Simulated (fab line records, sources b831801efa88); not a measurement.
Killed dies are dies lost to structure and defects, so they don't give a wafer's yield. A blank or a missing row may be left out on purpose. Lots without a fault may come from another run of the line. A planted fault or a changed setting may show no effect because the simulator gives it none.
A struck lot beside a sound one | flow sky130 | 15 steps out of a route of 708
Sound: wafers L323.4, L323.5, L323.6. Struck: wafers L329.2, L329.4, L329.5. The cause comes at the end.
At each step with rows: each side's tool, then ch and its chambers, then its first start. Under that, the readings that differ: sound wafers | struck wafers | difference of the means | sigmas: that difference in standard deviations of wafers without a fault.
alike: readings whose means differ by less than 2 such deviations, and words and numbers that are the same on both sides. not compared: withheld readings, readings that some wafer has no value for, bounds like >300 that may hide the same value, and numbers for which the record gives no deviation and whose values overlap.
The two part at a step that has a row with sigmas, a row that says differs or no value, or rows on one side only. Numbers that don't overlap but have no deviation are shown without sigmas and don't part them. A reading that every wafer of one side lacks parts them only if that side has two wafers or more.

SKY_METAL2_SPUTTER_02: material AlCu, target thk 250 nm, time 13.3 s.
  sound on pvd_sputter-01, day 36 16:53; struck on pvd_sputter-04, day 39 05:15
  alike: chamber_pressure_pa, throttle_valve_pct
SKY_METAL2_SPUTTER_03: material Ti, target thk 5 nm, time 3.3 s.
  sound on pvd_sputter-01, day 36 16:54; struck on pvd_sputter-04, day 39 05:16
  alike: chamber_pressure_pa, throttle_valve_pct
SKY_METAL2_SPUTTER_04: material TiN, target thk 70 nm, time 58.3 s.
  sound on pvd_sputter-01, day 36 16:56; struck on pvd_sputter-04, day 39 05:17
  alike: chamber_pressure_pa, throttle_valve_pct
SKY_METAL2_RS_MEAS_05: measures by four-point-probe.
  sound on film_metro-01, day 36 17:01; struck on film_metro-04, day 39 05:22
  alike: METAL2_ALCU_RS
SKY_METAL2_THK_MEAS_06: measures by xrf.
  sound on film_metro-01, day 36 17:07; struck on film_metro-04, day 39 05:28
  alike: METAL2_ALCU_THK
then, 7 steps without rows for these wafers: SKY_METAL2_DEHYDRATE_07 (time 60 s); SKY_METAL2_HMDS_08 (prime time 60 s); SKY_METAL2_COAT_09 (resist thk 60 nm); SKY_METAL2_COAT_10 (resist thk 450 nm); SKY_METAL2_SOFTBAKE_11 (time 90 s); SKY_METAL2_EXPOSE_12 (exposes mask MM2, target cd 140 nm); SKY_METAL2_PEB_13.
SKY_METAL2_DEVELOP_14: develop time 60 s.
  sound on litho_track-03 ch 0, day 37 17:00; struck on litho_track-03 ch 0, day 40 06:00
  reading              | sound             | struck            | difference | sigmas
  developer_temp_C (C) | 20.84 20.87 20.92 | 21.93 21.86 21.74 | +0.97      | +9
  alike: chill_plate_temp_C
SKY_METAL2_CD_MEAS_15: target cd 140 nm.
  sound on cd_sem-02, day 37 18:03; struck on cd_sem-01, day 40 06:28
  alike: cd_nm
SKY_PAD_OPEN_PROBE_99:
  the record has rows for the sound wafers here (prober-02, day 47 21:34) and none for the struck ones

WHERE THEY PART
First at SKY_METAL2_DEVELOP_14; last, within this record, at SKY_PAD_OPEN_PROBE_99.

WHY: what the simulator had put in
Process parameter drift: litho_track-03, from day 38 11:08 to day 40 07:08, at SKY_METAL2_DEVELOP_14. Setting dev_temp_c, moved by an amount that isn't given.
